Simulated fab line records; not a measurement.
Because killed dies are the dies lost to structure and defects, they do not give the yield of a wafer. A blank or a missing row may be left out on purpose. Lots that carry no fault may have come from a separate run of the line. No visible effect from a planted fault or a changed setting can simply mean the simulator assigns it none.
Matching of chambers    flow sky130    SKY_FIELD_ISO_CMP_27 on cmp-01 has 4 sister chambers
The step polishes, stops on Si3N4, t overpolish 16 s, target thk 457.8 nm. 18 wafers are shown with their chamber, then 9 later ones without.

WAFERS PAIRED WITH THEIR CHAMBERS
wafer   chamber  motor current A (A)  overpolish run s (s)  time to endpoint s (s)
L632.2  1        12.5                 15.998                112
L632.3  0        11.3                 15.991                115
L632.5  2        12.3                 15.990                112
L634.4  0        10.8                 16.009                110
L634.5  0        10.9                 15.999                114
L634.6  1        12.6                 15.996                112
L636.1  2        11.7                 16.017                115
L636.3  3        13.1                 16.011                115
L636.5  3        12.9                 16.006                112
L637.1  0        11.0                 16.001                114
L637.2  1        12.6                 15.998                117
L637.3  3        12.1                 16.003                117
L640.1  3        13.2                 16.001                109
L640.4  0        11.4                 15.997                112
L640.5  1        12.1                 15.990                109
L641.2  1        12.4                 16.001                110
L641.3  3        13.0                 15.993                106
L641.4  0        11.1                 15.996                109

SIGNATURES (averages over the wafers above)
reading             chamber 0  chamber 1  chamber 2  chamber 3  scatter within a chamber
motor current A     11.083     12.440     12.000     12.860     0.315
overpolish run s    15.99883   15.99660   16.00350   16.00280   0.00751
time to endpoint s  112.33     112.00     113.50     111.80     3.28
Rule: for a wafer and a chamber, the distance is found by dividing, reading by reading, the gap between the wafer's reading and the chamber's mean by the reading's scatter, squaring, summing and taking the root. The wafer belongs to the nearest chamber; if the next one is less than 2 further off, it can't be placed. The scatter: take each reading less its chamber's mean, square it, sum over the shown wafers, divide by the number of wafers less the number of chambers, and take the root.

WAFERS WITHOUT THEIR CHAMBER
wafer   motor current A (A)  overpolish run s (s)  time to endpoint s (s)
L642.2  10.9                 15.984                106
L642.5  13.0                 16.002                109
L642.6  10.8                 16.004                109
L654.1  12.3                 15.984                111
L654.2  12.7                 15.995                115
L654.5  11.3                 16.000                111
L655.2  10.8                 15.984                116
L655.3  12.4                 16.000                117
L655.5  11.4                 15.999                113

WHICH CHAMBER EACH ONE RAN IN
wafer   from the rows above           in truth
L642.2  0                             0
L642.5  can't be placed: 3 or 1       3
L642.6  0                             0
L654.1  can't be placed: 1 or 2 or 3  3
L654.2  can't be placed: 1 or 3 or 2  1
L654.5  can't be placed: 0 or 2       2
L655.2  0                             0
L655.3  can't be placed: 1 or 2 or 3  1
L655.5  can't be placed: 0 or 2       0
3 of 9 placed correctly. Can't be placed from these rows: 6 (the true chamber is among the candidates in 6). Wrongly placed: 0.
